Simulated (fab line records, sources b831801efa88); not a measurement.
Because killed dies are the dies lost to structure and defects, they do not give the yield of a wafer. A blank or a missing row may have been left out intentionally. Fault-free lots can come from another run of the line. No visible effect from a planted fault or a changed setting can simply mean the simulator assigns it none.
Which of the tools did it? / flow gf180mcu / 13 lots, 39 wafers sampled, at 4 steps of a route of 602

WHAT EACH GAUGE READ, for each wafer
GF_STI_THK_MEAS_24. Usual: STI_CVD_23_THK typically reads 657 nm, with standard deviation 7.6.
lot=L836; measured=day 2 03:40; on=film_metro-03; STI_CVD_23_THK (nm)=661 664 663; flag=
lot=L838; measured=day 2 14:44; on=film_metro-01; STI_CVD_23_THK (nm)=658 650 654; flag=
lot=L839; measured=day 2 21:28; on=film_metro-03; STI_CVD_23_THK (nm)=660 665 656; flag=
lot=L841; measured=day 3 06:38; on=film_metro-01; STI_CVD_23_THK (nm)=646 658 664; flag=
lot=L848; measured=day 4 18:25; on=film_metro-02; STI_CVD_23_THK (nm)=650 649 665; flag=
lot=L849; measured=day 4 23:35; on=film_metro-03; STI_CVD_23_THK (nm)=662 656 659; flag=
lot=L850; measured=day 5 03:32; on=film_metro-02; STI_CVD_23_THK (nm)=658 656 662; flag=
lot=L852; measured=day 5 13:47; on=film_metro-01; STI_CVD_23_THK (nm)=651 663 646; flag=
lot=L853; measured=day 5 19:28; on=film_metro-02; STI_CVD_23_THK (nm)=663 665 667; flag=
lot=L854; measured=day 5 23:50; on=film_metro-01; STI_CVD_23_THK (nm)=662 644 651; flag=
lot=L857; measured=day 6 16:49; on=film_metro-01; STI_CVD_23_THK (nm)=655 643 659; flag=
lot=L858; measured=day 6 22:14; on=film_metro-01; STI_CVD_23_THK (nm)=647 644 651; flag=
lot=L859; measured=day 7 01:32; on=film_metro-02; STI_CVD_23_THK (nm)=646 646 658; flag=

GF_VT_IMPLANT_TW_MEAS_10. Usual: VT_IMPLANT_TW typically reads 574, with standard deviation 3.1.
lot=L836; measured=day 5 16:26; on=film_metro-01; VT_IMPLANT_TW=576 576 574; flag=
lot=L838; measured=day 6 06:59; on=film_metro-04; VT_IMPLANT_TW=577 576 578; flag=
lot=L839; measured=day 6 12:29; on=film_metro-02; VT_IMPLANT_TW=571 574 571; flag=
lot=L841; measured=day 7 00:26; on=film_metro-01; VT_IMPLANT_TW=578 579 570; flag=
lot=L848; measured=day 8 19:32; on=film_metro-04; VT_IMPLANT_TW=576 576 577; flag=
lot=L849; measured=day 9 01:02; on=film_metro-02; VT_IMPLANT_TW=576 576 578; flag=
lot=L850; measured=day 9 08:14; on=film_metro-04; VT_IMPLANT_TW=572 576 576; flag=
lot=L852; measured=day 9 18:17; on=film_metro-01; VT_IMPLANT_TW=574 569 574; flag=
lot=L853; measured=day 10 00:35; on=film_metro-01; VT_IMPLANT_TW=573 579 575; flag=
lot=L854; measured=day 10 06:38; on=film_metro-01; VT_IMPLANT_TW=575 577 575; flag=
lot=L857; measured=day 11 02:56; on=film_metro-04; VT_IMPLANT_TW=578 576 576; flag=
lot=L858; measured=day 11 11:12; on=film_metro-02; VT_IMPLANT_TW=573 570 571; flag=
lot=L859; measured=day 11 12:41; on=film_metro-02; VT_IMPLANT_TW=571 572 574; flag=

WHAT TOOL EACH LOT RAN ON (gives the tool, then ch and the chambers of the sampled wafers, and finally the start)
lot=L836; GF_STI_CMP_25=cmp-02 ch 1,2,3, day 2 03:50; GF_STI_WET_ETCH_26=wet_bench-02 ch 1, day 2 04:02
lot=L838; GF_STI_CMP_25=cmp-02 ch 0,1,3, day 2 14:50; GF_STI_WET_ETCH_26=wet_bench-04 ch 0, day 2 15:05
lot=L839; GF_STI_CMP_25=cmp-02 ch 0,1,2, day 2 21:37; GF_STI_WET_ETCH_26=wet_bench-03 ch 2, day 2 21:49
lot=L841; GF_STI_CMP_25=cmp-01 ch 0,1,2, day 3 06:42; GF_STI_WET_ETCH_26=wet_bench-03 ch 0, day 3 07:00
lot=L848; GF_STI_CMP_25=cmp-02 ch 0,1,3, day 4 18:28; GF_STI_WET_ETCH_26=wet_bench-02 ch 3, day 4 18:46
lot=L849; GF_STI_CMP_25=cmp-01 ch 0,2,3, day 4 23:44; GF_STI_WET_ETCH_26=wet_bench-03 ch 1, day 4 23:56
lot=L850; GF_STI_CMP_25=cmp-02 ch 1,2,3, day 5 03:35; GF_STI_WET_ETCH_26=wet_bench-02 ch 1, day 5 03:53
lot=L852; GF_STI_CMP_25=cmp-02 ch 0,1,2, day 5 13:54; GF_STI_WET_ETCH_26=wet_bench-04 ch 3, day 5 14:09
lot=L853; GF_STI_CMP_25=cmp-01 ch 0,1,2, day 5 19:37; GF_STI_WET_ETCH_26=wet_bench-04 ch 1, day 5 19:49
lot=L854; GF_STI_CMP_25=cmp-01 ch 0,1,3, day 6 00:00; GF_STI_WET_ETCH_26=wet_bench-04 ch 2, day 6 00:12
lot=L857; GF_STI_CMP_25=cmp-01 ch 0,1,3, day 6 17:02; GF_STI_WET_ETCH_26=wet_bench-03 ch 0, day 6 17:11
lot=L858; GF_STI_CMP_25=cmp-01 ch 0,3, day 6 22:17; GF_STI_WET_ETCH_26=wet_bench-03 ch 1, day 6 22:35
lot=L859; GF_STI_CMP_25=cmp-01 ch 1,3, day 7 01:35; GF_STI_WET_ETCH_26=wet_bench-03 ch 2, day 7 01:53
- GF_STI_CMP_25: polishes, stops on Si3N4, t overpolish 33 s, target thk 524.6 nm.
- GF_STI_WET_ETCH_26: etches SiO2 in dHF, target depth 94 nm, time 188 s.

WHAT THE TOOLS THEMSELVES READ (means of the sampled wafers that have a number; where no wafer has one, the mark that the record gives instead)
GF_STI_CMP_25. Usual: motor_current_A 12.1 A, standard deviation 1.2; overpolish_run_s 33.002 s, standard deviation 0.0095; time_to_endpoint_s 126 s, standard deviation 3.8.
lot=L836; tool=cmp-02; motor_current_A (A)=11.5; overpolish_run_s (s)=33.009; time_to_endpoint_s (s)=125; flag=
lot=L838; tool=cmp-02; motor_current_A (A)=11.5; overpolish_run_s (s)=32.999; time_to_endpoint_s (s)=123; flag=
lot=L839; tool=cmp-02; motor_current_A (A)=11.9; overpolish_run_s (s)=33.009; time_to_endpoint_s (s)=124; flag=
lot=L841; tool=cmp-01; motor_current_A (A)=12.0; overpolish_run_s (s)=33.012; time_to_endpoint_s (s)=125; flag=
lot=L848; tool=cmp-02; motor_current_A (A)=11.8; overpolish_run_s (s)=32.998; time_to_endpoint_s (s)=127; flag=
lot=L849; tool=cmp-01; motor_current_A (A)=13.0; overpolish_run_s (s)=32.999; time_to_endpoint_s (s)=131; flag=
lot=L850; tool=cmp-02; motor_current_A (A)=11.2; overpolish_run_s (s)=32.997; time_to_endpoint_s (s)=125; flag=
lot=L852; tool=cmp-02; motor_current_A (A)=11.4; overpolish_run_s (s)=32.993; time_to_endpoint_s (s)=123; flag=
lot=L853; tool=cmp-01; motor_current_A (A)=12.0; overpolish_run_s (s)=33.010; time_to_endpoint_s (s)=127; flag=
lot=L854; tool=cmp-01; motor_current_A (A)=12.5; overpolish_run_s (s)=33.004; time_to_endpoint_s (s)=128; flag=
lot=L857; tool=cmp-01; motor_current_A (A)=12.5; overpolish_run_s (s)=32.998; time_to_endpoint_s (s)=128; flag=
lot=L858; tool=cmp-01; motor_current_A (A)=13.4; overpolish_run_s (s)=32.998; time_to_endpoint_s (s)=129; flag=
lot=L859; tool=cmp-01; motor_current_A (A)=11.7; overpolish_run_s (s)=33.001; time_to_endpoint_s (s)=127; flag=

GF_STI_WET_ETCH_26. Usual: bath_heat_duty_pct 6.4 %, standard deviation 0.86; temp_c 24.99 C, standard deviation 0.11.
lot=L836; tool=wet_bench-02; bath_heat_duty_pct (%)=6.7; temp_c (C)=24.81; flag=
lot=L838; tool=wet_bench-04; bath_heat_duty_pct (%)=6.7; temp_c (C)=24.96; flag=
lot=L839; tool=wet_bench-03; bath_heat_duty_pct (%)=7.1; temp_c (C)=25.01; flag=
lot=L841; tool=wet_bench-03; bath_heat_duty_pct (%)=7.2; temp_c (C)=24.99; flag=
lot=L848; tool=wet_bench-02; bath_heat_duty_pct (%)=11.3; temp_c (C)=31.48; flag=OFF
lot=L849; tool=wet_bench-03; bath_heat_duty_pct (%)=6.0; temp_c (C)=24.98; flag=
lot=L850; tool=wet_bench-02; bath_heat_duty_pct (%)=7.7; temp_c (C)=24.98; flag=
lot=L852; tool=wet_bench-04; bath_heat_duty_pct (%)=6.1; temp_c (C)=25.01; flag=
lot=L853; tool=wet_bench-04; bath_heat_duty_pct (%)=7.3; temp_c (C)=25.15; flag=
lot=L854; tool=wet_bench-04; bath_heat_duty_pct (%)=6.2; temp_c (C)=25.01; flag=
lot=L857; tool=wet_bench-03; bath_heat_duty_pct (%)=7.1; temp_c (C)=25.03; flag=
lot=L858; tool=wet_bench-03; bath_heat_duty_pct (%)=5.9; temp_c (C)=24.89; flag=
lot=L859; tool=wet_bench-03; bath_heat_duty_pct (%)=7.1; temp_c (C)=24.99; flag=

THE ANSWER, worked out from the rows above alone
Rule: lot off if the mean of its wafers having a number is beyond 3 standard deviations from the usual mean. A lot without any number at a reading at which 4 lots or more have one is off too. All remaining lots with rows at the step are treated as sound. After the gauges, taken in route order, come the tools' own readings; for these a lot's mean is taken, as printed above. The first step at which some lot is off is used, and at that step the reading that is off furthest; a lot without a number counts as furthest.
Off, at GF_STI_WET_ETCH_26 on temp_c: L848.
A tool fits if, at that step or a process step before it, it ran every lot that is off, and no sound lot after the first of them. Of those tried, none fits.

WHAT WAS PUT IN BY THE SIMULATOR
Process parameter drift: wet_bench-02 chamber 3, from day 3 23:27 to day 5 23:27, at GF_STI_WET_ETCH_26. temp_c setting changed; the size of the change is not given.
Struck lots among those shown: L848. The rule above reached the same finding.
